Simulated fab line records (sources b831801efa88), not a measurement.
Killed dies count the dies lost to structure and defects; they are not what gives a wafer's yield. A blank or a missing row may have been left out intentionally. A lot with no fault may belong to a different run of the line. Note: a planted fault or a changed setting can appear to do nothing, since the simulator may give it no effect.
Which tool was responsible? || flow gf180mcu || 42 wafers from 14 lots sampled at 5 of the route's 602 steps

== WHAT THE GAUGES READ, wafer by wafer ==
GF_VT_IMPLANT_OVL_MEAS_40.
{"lot": "L489", "measured": "day 7 13:02", "on": "overlay-02", "VT_IMPLANT_03_OVL (nm)": "1.7 1.2 0.4"}
{"lot": "L490", "measured": "day 7 21:53", "on": "overlay-01", "VT_IMPLANT_03_OVL (nm)": "0.0 -0.6 -1.7"}
{"lot": "L492", "measured": "day 8 09:29", "on": "overlay-02", "VT_IMPLANT_03_OVL (nm)": "2.3 3.7 2.0"}
{"lot": "L493", "measured": "day 8 16:59", "on": "overlay-02", "VT_IMPLANT_03_OVL (nm)": "0.5 2.5 2.6"}
{"lot": "L494", "measured": "day 9 00:17", "on": "overlay-02", "VT_IMPLANT_03_OVL (nm)": "-2.9 -1.6 -0.6"}
{"lot": "L495", "measured": "day 9 07:16", "on": "overlay-02", "VT_IMPLANT_03_OVL (nm)": "1.6 2.9 2.4"}
{"lot": "L498", "measured": "day 10 00:50", "on": "overlay-02", "VT_IMPLANT_03_OVL (nm)": "0.9 0.6 0.9"}
{"lot": "L499", "measured": "day 10 07:05", "on": "overlay-02", "VT_IMPLANT_03_OVL (nm)": "- - -"}
{"lot": "L500", "measured": "day 10 13:59", "on": "overlay-01", "VT_IMPLANT_03_OVL (nm)": "- - -"}
{"lot": "L501", "measured": "day 10 23:26", "on": "overlay-01", "VT_IMPLANT_03_OVL (nm)": "3.0 1.1 1.8"}
{"lot": "L507", "measured": "day 12 21:05", "on": "overlay-01", "VT_IMPLANT_03_OVL (nm)": "0.7 0.8 1.0"}
{"lot": "L509", "measured": "day 13 03:19", "on": "overlay-02", "VT_IMPLANT_03_OVL (nm)": "-0.1 -1.4 1.4"}
{"lot": "L510", "measured": "day 13 09:53", "on": "overlay-01", "VT_IMPLANT_03_OVL (nm)": "-0.1 -0.2 0.2"}
{"lot": "L511", "measured": "day 13 18:26", "on": "overlay-02", "VT_IMPLANT_03_OVL (nm)": "-0.7 0.1 0.6"}

GF_PSD_CD_MEAS_07: target cd 400 nm.
{"lot": "L489", "measured": "day 14 08:09", "on": "cd_sem-02", "cd_nm (nm)": "400.8 400.1 400.2"}
{"lot": "L490", "measured": "day 14 15:00", "on": "cd_sem-02", "cd_nm (nm)": "398.4 402.0 401.5"}
{"lot": "L492", "measured": "day 15 12:56", "on": "cd_sem-01", "cd_nm (nm)": "400.2 401.6 399.2"}
{"lot": "L493", "measured": "day 15 22:25", "on": "cd_sem-02", "cd_nm (nm)": "403.2 400.3 401.7"}
{"lot": "L494", "measured": "day 16 01:41", "on": "cd_sem-01", "cd_nm (nm)": "398.5 399.7 399.8"}
{"lot": "L495", "measured": "day 16 11:24", "on": "cd_sem-01", "cd_nm (nm)": "398.6 399.4 401.8"}
{"lot": "L498", "measured": "day 17 06:13", "on": "cd_sem-02", "cd_nm (nm)": "403.8 405.0 402.4"}
{"lot": "L501", "measured": "day 18 13:23", "on": "cd_sem-02", "cd_nm (nm)": "401.7 401.5 400.6"}
{"lot": "L507", "measured": "day 21 01:44", "on": "cd_sem-01", "cd_nm (nm)": "400.4 400.9 401.6"}
{"lot": "L509", "measured": "day 21 07:50", "on": "cd_sem-02", "cd_nm (nm)": "398.2 399.0 400.6"}
{"lot": "L510", "measured": "day 21 13:06", "on": "cd_sem-02", "cd_nm (nm)": "399.1 397.9 399.5"}
{"lot": "L511", "measured": "day 22 00:17", "on": "cd_sem-01", "cd_nm (nm)": "401.1 402.0 403.3"}

GF_M1_CD_MEAS_14: target cd 230 nm.
{"lot": "L489", "measured": "day 17 03:45", "on": "cd_sem-02", "cd_nm (nm)": "231.1 230.5 229.1"}
{"lot": "L490", "measured": "day 17 13:17", "on": "cd_sem-02", "cd_nm (nm)": "227.8 229.3 228.2"}
{"lot": "L492", "measured": "day 18 13:36", "on": "cd_sem-01", "cd_nm (nm)": "231.1 230.8 230.3"}
{"lot": "L493", "measured": "day 19 00:34", "on": "cd_sem-02", "cd_nm (nm)": "230.3 230.5 230.8"}
{"lot": "L494", "measured": "day 19 01:29", "on": "cd_sem-02", "cd_nm (nm)": "232.1 230.6 232.0"}
{"lot": "L495", "measured": "day 19 13:24", "on": "cd_sem-01", "cd_nm (nm)": "229.8 229.6 229.0"}
{"lot": "L498", "measured": "day 20 10:20", "on": "cd_sem-01", "cd_nm (nm)": "231.4 231.0 230.3"}
{"lot": "L501", "measured": "day 21 15:46", "on": "cd_sem-02", "cd_nm (nm)": "230.0 230.9 229.3"}
{"lot": "L507", "measured": "day 24 02:50", "on": "cd_sem-01", "cd_nm (nm)": "230.0 230.5 231.2"}
{"lot": "L509", "measured": "day 24 09:21", "on": "cd_sem-02", "cd_nm (nm)": "229.7 229.7 230.4"}
{"lot": "L510", "measured": "day 24 13:48", "on": "cd_sem-01", "cd_nm (nm)": "230.7 229.2 230.0"}
{"lot": "L511", "measured": "day 24 23:27", "on": "cd_sem-01", "cd_nm (nm)": "226.7 226.2 226.8"}

GF_M2_OVL_MEAS_15.
{"lot": "L489", "measured": "day 19 06:06", "on": "overlay-01", "M2_OVL (nm)": "0 15 5"}
{"lot": "L490", "measured": "day 19 15:06", "on": "overlay-01", "M2_OVL (nm)": "-2 -10 1"}
{"lot": "L492", "measured": "day 20 15:06", "on": "overlay-02", "M2_OVL (nm)": "5 -5 4"}
{"lot": "L493", "measured": "day 21 03:48", "on": "overlay-01", "M2_OVL (nm)": "3 4 1"}
{"lot": "L494", "measured": "day 21 04:53", "on": "overlay-02", "M2_OVL (nm)": "-1 16 3"}
{"lot": "L495", "measured": "day 21 15:38", "on": "overlay-01", "M2_OVL (nm)": "6 7 7"}
{"lot": "L498", "measured": "day 22 12:21", "on": "overlay-01", "M2_OVL (nm)": "19 9 4"}
{"lot": "L501", "measured": "day 23 17:19", "on": "overlay-01", "M2_OVL (nm)": "7 10 3"}
{"lot": "L507", "measured": "day 26 00:57", "on": "overlay-02", "M2_OVL (nm)": "3 2 5"}
{"lot": "L509", "measured": "day 26 07:13", "on": "overlay-01", "M2_OVL (nm)": "-2 3 -2"}
{"lot": "L510", "measured": "day 26 10:59", "on": "overlay-01", "M2_OVL (nm)": "4 0 14"}
{"lot": "L511", "measured": "day 26 21:12", "on": "overlay-02", "M2_OVL (nm)": "-5 5 -5"}

== EACH LOT AND THE TOOL THAT RAN IT (in order: tool; ch and the chambers of the sampled wafers; start) ==
{"lot": "L489", "GF_VT_IMPLANT_COAT_35": "litho_track-01 ch 0, day 7 04:53"}
{"lot": "L490", "GF_VT_IMPLANT_COAT_35": "litho_track-04 ch 0, day 7 14:01"}
{"lot": "L492", "GF_VT_IMPLANT_COAT_35": "litho_track-02 ch 0, day 8 01:01"}
{"lot": "L493", "GF_VT_IMPLANT_COAT_35": "litho_track-04 ch 0, day 8 08:17"}
{"lot": "L494", "GF_VT_IMPLANT_COAT_35": "litho_track-04 ch 0, day 8 15:41"}
{"lot": "L495", "GF_VT_IMPLANT_COAT_35": "litho_track-04 ch 0, day 8 23:01"}
{"lot": "L498", "GF_VT_IMPLANT_COAT_35": "litho_track-01 ch 0, day 9 16:13"}
{"lot": "L499", "GF_VT_IMPLANT_COAT_35": "litho_track-04, day 9 21:53"}
{"lot": "L500", "GF_VT_IMPLANT_COAT_35": "litho_track-04, day 10 04:50"}
{"lot": "L501", "GF_VT_IMPLANT_COAT_35": "litho_track-02 ch 0, day 10 14:22"}
{"lot": "L507", "GF_VT_IMPLANT_COAT_35": "litho_track-01 ch 0, day 12 10:43"}
{"lot": "L509", "GF_VT_IMPLANT_COAT_35": "litho_track-02 ch 0, day 12 17:04"}
{"lot": "L510", "GF_VT_IMPLANT_COAT_35": "litho_track-04 ch 0, day 12 23:46"}
{"lot": "L511", "GF_VT_IMPLANT_COAT_35": "litho_track-04 ch 0, day 13 08:10"}
- GF_VT_IMPLANT_COAT_35: resist thk 1000 nm.

== AS READ BY THE TOOLS THEMSELVES (means over the sampled wafers that have a number; for cases with no such wafer, the mark the record gives instead) ==
GF_VT_IMPLANT_COAT_35.
{"lot": "L489", "tool": "litho_track-01", "chill_plate_temp_C (C)": 22.86, "dispense_pressure_kPa (kPa)": 52.3, "resist_line_temp_C (C)": 22.92}
{"lot": "L490", "tool": "litho_track-04", "chill_plate_temp_C (C)": 23.11, "dispense_pressure_kPa (kPa)": 48.9, "resist_line_temp_C (C)": 22.85}
{"lot": "L492", "tool": "litho_track-02", "chill_plate_temp_C (C)": 23.07, "dispense_pressure_kPa (kPa)": 50.6, "resist_line_temp_C (C)": 22.99}
{"lot": "L493", "tool": "litho_track-04", "chill_plate_temp_C (C)": 23.02, "dispense_pressure_kPa (kPa)": 48.9, "resist_line_temp_C (C)": 22.98}
{"lot": "L494", "tool": "litho_track-04", "chill_plate_temp_C (C)": 23.10, "dispense_pressure_kPa (kPa)": 48.9, "resist_line_temp_C (C)": 23.06}
{"lot": "L495", "tool": "litho_track-04", "chill_plate_temp_C (C)": 22.77, "dispense_pressure_kPa (kPa)": 48.9, "resist_line_temp_C (C)": 23.04}
{"lot": "L498", "tool": "litho_track-01", "chill_plate_temp_C (C)": 23.10, "dispense_pressure_kPa (kPa)": 52.4, "resist_line_temp_C (C)": 22.92}
{"lot": "L499", "tool": "litho_track-04", "chill_plate_temp_C (C)": "-", "dispense_pressure_kPa (kPa)": "-", "resist_line_temp_C (C)": "-"}
{"lot": "L500", "tool": "litho_track-04", "chill_plate_temp_C (C)": "-", "dispense_pressure_kPa (kPa)": "-", "resist_line_temp_C (C)": "-"}
{"lot": "L501", "tool": "litho_track-02", "chill_plate_temp_C (C)": 23.18, "dispense_pressure_kPa (kPa)": 50.6, "resist_line_temp_C (C)": 23.01}
{"lot": "L507", "tool": "litho_track-01", "chill_plate_temp_C (C)": 23.09, "dispense_pressure_kPa (kPa)": 52.3, "resist_line_temp_C (C)": 23.11}
{"lot": "L509", "tool": "litho_track-02", "chill_plate_temp_C (C)": 22.94, "dispense_pressure_kPa (kPa)": 50.6, "resist_line_temp_C (C)": 22.95}
{"lot": "L510", "tool": "litho_track-04", "chill_plate_temp_C (C)": 22.95, "dispense_pressure_kPa (kPa)": 48.8, "resist_line_temp_C (C)": 23.03}
{"lot": "L511", "tool": "litho_track-04", "chill_plate_temp_C (C)": 23.01, "dispense_pressure_kPa (kPa)": 48.9, "resist_line_temp_C (C)": 23.10}

== THE ANSWER, worked out from the rows above alone ==
Rule: what is usual is taken from the lots themselves. Put in order of their means at a reading, lots are off if they are a third of the lots or fewer, leave a main group of 4 or more, and stand apart from it by a gap of 3 or more times the standard deviation of the main group's means; of several such gaps the widest counts. If all means in a main group match to the digits the tables above print for the reading, that group is not used. Also off: a lot with no number at a reading for which 4 or more lots have one. Any other lot the step has rows for is counted as sound. First the gauges in route order, then the tools' own readings, where a lot's mean is used as printed above. At the first step where some lot is off, the reading lying furthest off is the one used; lots without a number count as furthest.
Off: L499, L500, seen at GF_VT_IMPLANT_OVL_MEAS_40 (VT_IMPLANT_03_OVL). Without a number there: L499, L500. The main group: mean 0.8 nm, standard deviation 1.3.
If a tool, at a process step before that reading, ran all the lots that are off and no sound lot after the first of them, it fits. The gauges at GF_VT_IMPLANT_OVL_MEAS_40 aren't tried: what is off there is off at GF_VT_IMPLANT_COAT_35 too, on other tools, and a gauge's error can't cause that. No candidate that was tried fits.

== WHAT THE SIMULATOR PUT IN ==
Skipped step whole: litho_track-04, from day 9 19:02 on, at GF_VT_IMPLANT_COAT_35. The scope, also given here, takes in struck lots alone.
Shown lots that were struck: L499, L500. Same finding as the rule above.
